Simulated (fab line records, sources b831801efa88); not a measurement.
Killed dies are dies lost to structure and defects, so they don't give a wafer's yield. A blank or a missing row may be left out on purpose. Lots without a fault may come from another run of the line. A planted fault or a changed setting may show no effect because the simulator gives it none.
fab line records | flow gf180mcu
record lots=7 wafers=21 last_day=34
route steps=602 shown M4@475 V4@476
lots that met no fault: from a run of the same line without faults
start_h: hours from the record's first day to the start of the lot's first wafer shown | wait_h: hours since the lot's step before | " the same as in the row above | L1.1+2: a row that stands for several wafers | - no value, or no start given | * or withheld: withheld | < > ~ a bound
route shown NAME@n: a module of which the file shows steps, and the number in the route of the first | usual: mean/standard deviation of fault-free wafers | same: alike in all rows | chamber/n: place in a boat | sites: the reading at each site | _std_site: their standard deviation | _edge_site: outer sites' mean less inner sites' | radius_mm: how far each site lies from the wafer's centre | mask NAME#n: copy n | behind: the tool/chamber that last shaped the wafer | hold: why the lot was held/for how many hours/how that ended | device: the transistor (n, p or np) that didn't switch | end of line: the same wafers' tests at the end of the route | a step without rows: its recipe alone | killed: dies lost to structure and defects at the first sort, not the wafer's yield | map: a wafer's dies, x killed, . not, _ none there
set.NAME: the setting as run; set.NAME@STEP: as run at that earlier step | model.NAME: the simulator's own value behind a step, which no gauge read
lots at some steps of the route; a table a step, a row a wafer
services: from which hour (start_h, from the record's first day; less than 0 if before it) a tool's chamber was out of use, for how many hours, and why
## steps
# step GF_M4_CLEAN_19
# recipe chemistry=DIW dry=n2_spin
# step GF_V4_CVD_00
# recipe material=SiO2 target_thk_nm=600 sigma_open_frac=0.3 temp_c=400 time_s=100 sih4_flow_sccm=60 pressure_mtorr=6
# step GF_V4_THK_MEAS_01
# recipe reads=SiO2_of_V4_CVD_00
# usual V4_CVD_00_THK=598/5.5
# columns lot.wafer tool chamber start_h wait_h V4_CVD_00_THK[nm]
L749.1 film_metro-04 - 586.61 0.0 597
L749.5 " - " " 595
L749.6 " - " " 593
L750.4 film_metro-03 - 593.44 0.0 600
L750.5 " - " " 596
L750.6 " - " " 602
L751.2 film_metro-02 - 605.52 0.0 587
L751.3 " - " " 585
L751.6 " - " " 584
L759.2 film_metro-03 - 662.48 0.0 591
L759.3 " - " " 592
L759.5 " - " " 602
L762.1 film_metro-03 - 683.01 0.0 599
L762.2 " - " " 593
L762.6 " - " " 598
L763.2 film_metro-04 - 688.02 0.0 588
L763.3 " - " " 593
L763.4 " - " " 593
L768.2 film_metro-03 - 719.71 0.0 611
L768.3 " - " " 603
L768.4 " - " " 604
# step GF_V4_CVD_02
# recipe material=SiO2 target_thk_nm=850 precursor=TEOS temp_c=400 time_s=94.851 rf_w=600
# usual heater_power_w=693/130
# columns lot.wafer tool chamber start_h wait_h heater_power_w
L749.1 pecvd-01 0 586.67 0.1 652
L749.5 " 0 " " 684
L749.6 " 1 " " 815
L750.4 pecvd-02 1 593.50 0.1 557
L750.5 " 2 " " 838
L750.6 " 1 " " 606
L751.2 pecvd-03 0 605.57 0.0 753
L751.3 " 2 " " 676
L751.6 " 0 " " 779
L759.2 pecvd-03 1 662.53 0.0 570
L759.3 " 0 " " 703
L759.5 " 1 " " 604
L762.1 pecvd-03 2 683.07 0.1 702
L762.2 " 0 " " 694
L762.6 " 2 " " 734
L763.2 pecvd-02 1 688.07 0.0 642
L763.3 " 0 " " 523
L763.4 " 1 " " 655
L768.2 pecvd-02 1 719.76 0.0 613
L768.3 " 0 " " 651
L768.4 " 1 " " 669
# step GF_V4_THK_MEAS_03
# recipe reads=SiO2_of_V4_CVD_02
# usual V4_CVD_02_THK=847/11
# columns lot.wafer tool chamber start_h wait_h V4_CVD_02_THK[nm]
L749.1 film_metro-03 - 586.74 0.0 831
L749.5 " - " " 845
L749.6 " - " " 860
L750.4 film_metro-03 - 593.60 0.1 860
L750.5 " - " " 852
L750.6 " - " " 863
L751.2 film_metro-02 - 605.65 0.0 839
L751.3 " - " " 844
L751.6 " - " " 847
L759.2 film_metro-04 - 662.65 0.1 836
L759.3 " - " " 832
L759.5 " - " " 840
L762.1 film_metro-02 - 683.14 0.0 845
L762.2 " - " " 843
L762.6 " - " " 878
L763.2 film_metro-03 - 688.15 0.0 844
L763.3 " - " " 847
L763.4 " - " " 861
L768.2 film_metro-03 - 719.84 0.0 842
L768.3 " - " " 833
L768.4 " - " " 853
# step GF_V4_CMP_04
# recipe material=SiO2 down_force_psi=4 platen_rpm=60 pad_velocity_m_s=0.94248
# usual head_pressure_psi=4.000/0.0089 motor_current_A=12.6/0.98 slurry_flow_ml_min=150.0/0.44 time_to_endpoint_s=78/5.1
# columns lot.wafer tool chamber start_h wait_h head_pressure_psi motor_current_A slurry_flow_ml_min time_to_endpoint_s
L749.1 cmp-02 3 586.95 0.2 4.003 11.6 150.8 73
L749.6 " 0 " " 4.000 12.9 149.4 77
L749.5 " 1 " " 3.997 13.4 149.7 76
L750.4 cmp-02 3 593.73 0.1 3.987 10.9 150.2 83
L750.6 " 1 " " 4.013 13.4 150.3 82
L750.5 " 2 " " 3.994 11.7 149.2 75
L751.2 cmp-02 1 605.70 0.0 3.994 13.1 150.1 71
L751.3 " 0 " " 4.014 12.7 150.6 70
L751.6 " 1 " " 3.992 13.4 149.5 75
L759.2 cmp-01 3 662.80 0.1 3.996 14.0 149.7 79
L759.3 " 0 " " 3.988 12.3 150.1 77
L759.5 " 1 " " 3.993 12.7 149.7 80
L762.1 cmp-01 1 683.20 0.1 4.001 13.0 150.4 81
L762.2 " 0 " " 4.003 12.6 150.0 81
L762.6 " 1 " " 4.009 13.0 150.3 94
L763.3 cmp-01 1 688.20 0.0 4.003 13.0 149.8 81
L763.4 " 2 " " 3.995 10.4 150.1 85
L763.2 " 3 " " 3.985 13.2 150.1 82
L768.2 cmp-02 0 719.89 0.0 3.999 12.5 150.4 72
L768.3 " 1 " " 4.005 12.6 150.7 71
L768.4 " 2 " " 4.008 11.8 149.4 74
# step GF_V4_BOW_MEAS_05
# recipe mode=bow
# usual V4_BOW=137/9.2
# columns lot.wafer tool chamber start_h wait_h V4_BOW[um]
L749.1 film_metro-02 - 587.10 0.1 152
L749.5 " - " " 136
L749.6 " - " " 145
L750.4 film_metro-02 - 593.99 0.2 126
L750.5 " - " " 125
L750.6 " - " " 130
L751.2 film_metro-02 - 606.02 0.3 122
L751.3 " - " " 143
L751.6 " - " " 141
L759.2 film_metro-03 - 663.02 0.2 151
L759.3 " - " " 146
L759.5 " - " " 156
L762.1 film_metro-04 - 683.50 0.2 137
L762.2 " - " " 134
L762.6 " - " " 144
L763.2 film_metro-04 - 688.52 0.2 141
L763.3 " - " " 139
L763.4 " - " " 140
L768.2 film_metro-02 - 720.21 0.3 148
L768.3 " - " " 134
L768.4 " - " " 133
# step GF_V4_DEHYDRATE_06
# recipe temp_c=200 time_s=60
# step GF_V4_HMDS_07
# recipe prime_time_s=60 prime_temp_c=120
# step GF_V4_COAT_08
# recipe resist=BARC temp_c=withheld time_s=withheld spin_rpm=withheld resist_thk_nm=withheld
# step GF_V4_COAT_09
# recipe resist=KrF spin_rpm=withheld resist_thk_nm=1000
# step GF_V4_SOFTBAKE_10
# recipe temp_c=130 time_s=60 resist=KrF
# step GF_V4_EXPOSE_11
# recipe mask_id=Via4 target_cd_nm=260 na=0.68 source_shape=conventional sigma_outer=0.6 dose_mj=37.24
# usual exposure_dose_mJ_cm2=37.99/0.036 focus_offset_nm=-0.1/0.69 stage_vel_mm_s=499.97/0.25
# columns lot.wafer tool chamber start_h wait_h mask exposure_dose_mJ_cm2 focus_offset_nm stage_vel_mm_s
L749.1 krf_scanner-02 - 597.89 - Via4#0 - - -
L749.5 " - " " Via4#0 - - -
L749.6 " - " " Via4#0 - - -
L750.4 krf_scanner-02 - 604.89 - Via4#0 - - -
L750.5 " - " " Via4#0 - - -
L750.6 " - " " Via4#0 - - -
L751.2 krf_scanner-01 - 616.37 - Via4#0 - - -
L751.3 " - " " Via4#0 - - -
L751.6 " - " " Via4#0 - - -
L759.2 krf_scanner-01 0 673.05 - Via4#0 38.03 -1.5 499.96
L759.3 " 0 " " Via4#0 37.99 -0.5 500.18
L759.5 " 0 " " Via4#0 38.02 0.2 500.08
L762.1 krf_scanner-02 0 693.63 - Via4#0 37.97 -1.9 500.32
L762.2 " 0 " " Via4#0 37.94 -1.9 499.78
L762.6 " 0 " " Via4#0 37.99 -0.3 500.04
L763.2 krf_scanner-01 0 698.73 - Via4#0 37.94 0.7 500.23
L763.3 " 0 " " Via4#0 37.91 0.5 500.31
L763.4 " 0 " " Via4#0 37.94 0.3 499.76
L768.2 krf_scanner-01 0 729.25 - Via4#0 37.91 -0.4 499.89
L768.3 " 0 " " Via4#0 37.95 -0.8 500.27
L768.4 " 0 " " Via4#0 37.94 -0.7 500.16
# step GF_V4_PEB_12
# recipe peb_temp_c=135 peb_time_s=90 resist=KrF
## services
# columns tool chamber start_h hours kind
cmp-01 - 572.00 4.0 pm
cmp-01 - 574.42 0.3 repair
krf_scanner-02 - 576.03 1.3 pm
pecvd-02 0 588.74 19.3 repair
pecvd-03 - 591.12 14.0 pm
cmp-01 - 600.84 15.3 pm
krf_scanner-01 - 603.32 1.0 pm
krf_scanner-01 0 611.56 - calibration
krf_scanner-01 - 617.84 0.8 pm
krf_scanner-01 - 628.61 1.3 pm
cmp-01 - 636.91 0.2 repair
krf_scanner-01 - 640.89 0.5 repair
cmp-01 - 642.12 2.9 repair
pecvd-03 - 644.97 16.2 repair
cmp-02 - 657.38 1.3 repair
cmp-02 - 663.98 0.4 repair
krf_scanner-02 - 669.14 11.6 pm
cmp-02 - 691.98 1.1 repair
krf_scanner-01 - 699.79 1.5 pm
cmp-01 - 705.58 3.6 pm
krf_scanner-01 - 706.83 2.0 repair
krf_scanner-02 - 721.74 0.8 pm
krf_scanner-02 - 724.01 1.0 pm
cmp-02 - 724.10 4.9 pm
## key
first_sign step=GF_V4_EXPOSE_11 reading=tool_record direction=missing
effect none on later readings
met_at GF_V4_EXPOSE_11
struck_wafers L749.1,L749.5,L749.6,L750.4,L750.5,L750.6,L751.2,L751.3,L751.6
later_rows_left_out L749.1,L749.5,L749.6,L750.4,L750.5,L750.6,L751.2,L751.3,L751.6
sort_left_out L749.1,L749.5,L749.6,L750.4,L750.5,L750.6,L751.2,L751.3,L751.6
fault kind=skipped_step_whole tool=krf_scanner-01,krf_scanner-02 chamber=- onset_h=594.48 steps=GF_V4_EXPOSE_11 scope=struck_lots_only
# sort_left_out: the simulated sort isn't trusted on such a fault, so these wafers' sort isn't shown, and their yield isn't known
# later_rows_left_out: the simulator's readings of these wafers behind a module that went badly wrong aren't trusted and aren't shown, but for the sort
